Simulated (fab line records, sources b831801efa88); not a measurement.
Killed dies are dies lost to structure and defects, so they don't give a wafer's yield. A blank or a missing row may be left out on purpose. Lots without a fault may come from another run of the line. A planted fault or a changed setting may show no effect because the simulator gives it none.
Which tool did it? | flow gf180mcu | 12 lots, 36 wafers sampled, at 4 steps of a route of 602

WHAT THE GAUGES READ, wafer by wafer
GF_V4_THK_MEAS_03.
lot  | measured     | on            | V4_CVD_02_THK (nm)
L888 | day 24 01:18 | film_metro-03 | 853 845 853
L890 | day 24 18:59 | film_metro-01 | 835 843 849
L892 | day 25 08:52 | film_metro-01 | 851 869 851
L894 | day 26 08:23 | film_metro-01 | 843 841 847
L897 | day 26 21:11 | film_metro-01 | 839 839 847
L896 | day 27 01:17 | film_metro-01 | 843 848 851
L901 | day 28 06:52 | film_metro-01 | 855 858 866
L904 | day 28 22:35 | film_metro-01 | 848 852 868
L905 | day 29 09:22 | film_metro-03 | 843 852 859
L906 | day 29 17:23 | film_metro-01 | 847 867 856
L908 | day 30 03:28 | film_metro-01 | 864 868 879
L909 | day 30 20:31 | film_metro-04 | 837 845 849

GF_V4_CD_MEAS_14: target cd 260 nm.
lot  | measured     | on        | cd_nm (nm)
L888 | day 25 00:10 | cd_sem-01 | 259.3 258.9 259.3
L890 | day 25 16:55 | cd_sem-01 | 259.8 258.4 259.0
L892 | day 26 06:58 | cd_sem-02 | 259.1 259.7 260.0
L894 | day 27 05:49 | cd_sem-01 | 256.7 256.8 256.1
L897 | day 27 18:04 | cd_sem-02 | 258.6 259.0 259.6
L896 | day 27 20:58 | cd_sem-02 | 259.6 258.4 258.0
L901 | day 29 02:07 | cd_sem-02 | 272.1 272.1 271.4
L904 | day 29 17:59 | cd_sem-02 | 272.1 271.8 271.7
L905 | day 30 04:29 | cd_sem-01 | 260.1 258.8 260.0
L906 | day 30 12:22 | cd_sem-01 | 272.7 271.9 271.8
L908 | day 30 22:11 | cd_sem-02 | 259.9 258.6 259.7
L909 | day 31 15:08 | cd_sem-02 | 260.7 261.0 260.6

WHICH TOOL RAN EACH LOT (tool, then ch and the chambers of the sampled wafers, then the start)
lot  | GF_M4_METAL_ETCH_16               | GF_V4_PEB_12
L888 | rie_metal-03 ch 0,1, day 24 00:25 | litho_track-01 ch 0, day 24 23:49
L890 | rie_metal-03 ch 0,1, day 24 18:07 | litho_track-02 ch 0, day 25 16:29
L892 | rie_metal-03 ch 0,1, day 25 08:01 | litho_track-01 ch 0, day 26 06:37
L894 | rie_metal-01 ch 0,1, day 26 07:28 | litho_track-01 ch 0, day 27 05:28
L897 | rie_metal-02 ch 0,1, day 26 20:16 | litho_track-01 ch 0, day 27 17:43
L896 | rie_metal-02 ch 0,1, day 27 00:22 | litho_track-02 ch 0, day 27 20:37
L901 | rie_metal-01 ch 0,1, day 28 06:01 | litho_track-02 ch 0, day 29 01:46
L904 | rie_metal-01 ch 0,1, day 28 21:44 | litho_track-02 ch 0, day 29 17:34
L905 | rie_metal-02 ch 1, day 29 08:29   | litho_track-03 ch 0, day 30 04:08
L906 | rie_metal-03 ch 0,1, day 29 16:34 | litho_track-02 ch 0, day 30 12:02
L908 | rie_metal-01 ch 0,1, day 30 02:37 | litho_track-03 ch 0, day 30 21:50
L909 | rie_metal-02 ch 0,1, day 30 19:34 | litho_track-03 ch 0, day 31 14:47
- GF_M4_METAL_ETCH_16: etches the open film in Cl2/BCl3, stops on SiO2, target depth 627.5 nm, time 104.6 s.
- GF_V4_PEB_12: peb time 90 s.

WHAT THE TOOLS THEMSELVES READ (means of the sampled wafers that have a number; where no wafer has one, the mark that the record gives instead)
GF_M4_METAL_ETCH_16.
lot  | tool         | bias_w (W) | drypump_motor_current_A (A) | oes_product_au (a.u.) | throttle_valve_pct (%)
L888 | rie_metal-03 | 140.0      | 5.2                         | 0.976                 | 28.241
L890 | rie_metal-03 | 139.8      | 5.2                         | 0.974                 | 28.235
L892 | rie_metal-03 | 139.8      | 5.3                         | 0.969                 | 28.252
L894 | rie_metal-01 | 139.3      | 6.1                         | 0.976                 | 28.245
L897 | rie_metal-02 | 140.1      | 6.2                         | 0.970                 | 28.248
L896 | rie_metal-02 | 140.2      | 6.1                         | 0.967                 | 28.254
L901 | rie_metal-01 | 139.9      | 6.2                         | 0.971                 | 28.251
L904 | rie_metal-01 | 140.1      | 6.2                         | 0.977                 | 28.255
L905 | rie_metal-02 | 139.8      | 6.3                         | 0.969                 | 28.256
L906 | rie_metal-03 | 140.0      | 5.2                         | 0.976                 | 28.250
L908 | rie_metal-01 | 140.0      | 6.2                         | 0.978                 | 28.246
L909 | rie_metal-02 | 140.6      | 6.1                         | 0.974                 | 28.249

GF_V4_PEB_12.
lot  | tool           | heater_power_total_W (W) | plate_temp_C (C)
L888 | litho_track-01 | 85.72                    | 135.10
L890 | litho_track-02 | 85.66                    | 134.83
L892 | litho_track-01 | 85.62                    | 134.94
L894 | litho_track-01 | 85.76                    | 135.01
L897 | litho_track-01 | 85.76                    | 134.77
L896 | litho_track-02 | 85.67                    | 135.07
L901 | litho_track-02 | 91.19                    | 141.57
L904 | litho_track-02 | 91.21                    | 141.42
L905 | litho_track-03 | 85.66                    | 135.04
L906 | litho_track-02 | 91.07                    | 141.50
L908 | litho_track-03 | 85.78                    | 134.90
L909 | litho_track-03 | 85.75                    | 135.16

THE ANSWER, worked out from the rows above alone
Rule: what is usual is taken from the lots themselves. Put in order of their means at a reading, lots are off if they are a third of the lots or fewer, leave a main group of 4 or more, and stand apart from it by a gap of 3 or more times the standard deviation of the main group's means; of several such gaps the widest counts. A main group whose means are all the same, to the digits that the tables above print for the reading, isn't used. A lot without any number at a reading at which 4 lots or more have one is off too. The other lots that the step has rows for count as sound. The gauges are gone through in route order, then the tools' own readings, and for those a lot's mean is taken as printed above. The first step at which some lot is off is used, and at that step the reading that is off furthest; a lot without a number counts as furthest.
Off: L901, L904, L906, at GF_V4_CD_MEAS_14 (cd_nm). The main group: mean 259.1 nm, standard deviation 1.1.
A tool fits if, at a process step before that reading, it ran every lot that is off, and no sound lot after the first of them. The gauges at GF_V4_CD_MEAS_14 aren't tried: what is off there is off at GF_V4_PEB_12 too, on other tools, and a gauge's error can't cause that. One fits: litho_track-02 at GF_V4_PEB_12. Its last sound lot is L896 (day 27 20:37), its first lot that is off L901 (day 29 01:46): a fault that began between those two fits.
The tool's own readings at GF_V4_PEB_12 bear it out: on the lots that are off they differ by more than 5 times the standard deviation of the sound lots' means. heater_power_total_W reads 91.16 W there against 85.71 W on the sound lots; plate_temp_C reads 141.50 C there against 134.98 C on the sound lots.

WHAT THE SIMULATOR HAD PUT IN
Process parameter drift: litho_track-02, from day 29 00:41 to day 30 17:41, at GF_V4_PEB_12. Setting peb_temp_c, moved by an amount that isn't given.
Lots struck among those shown: L901, L904, L906. The rule above found the same.
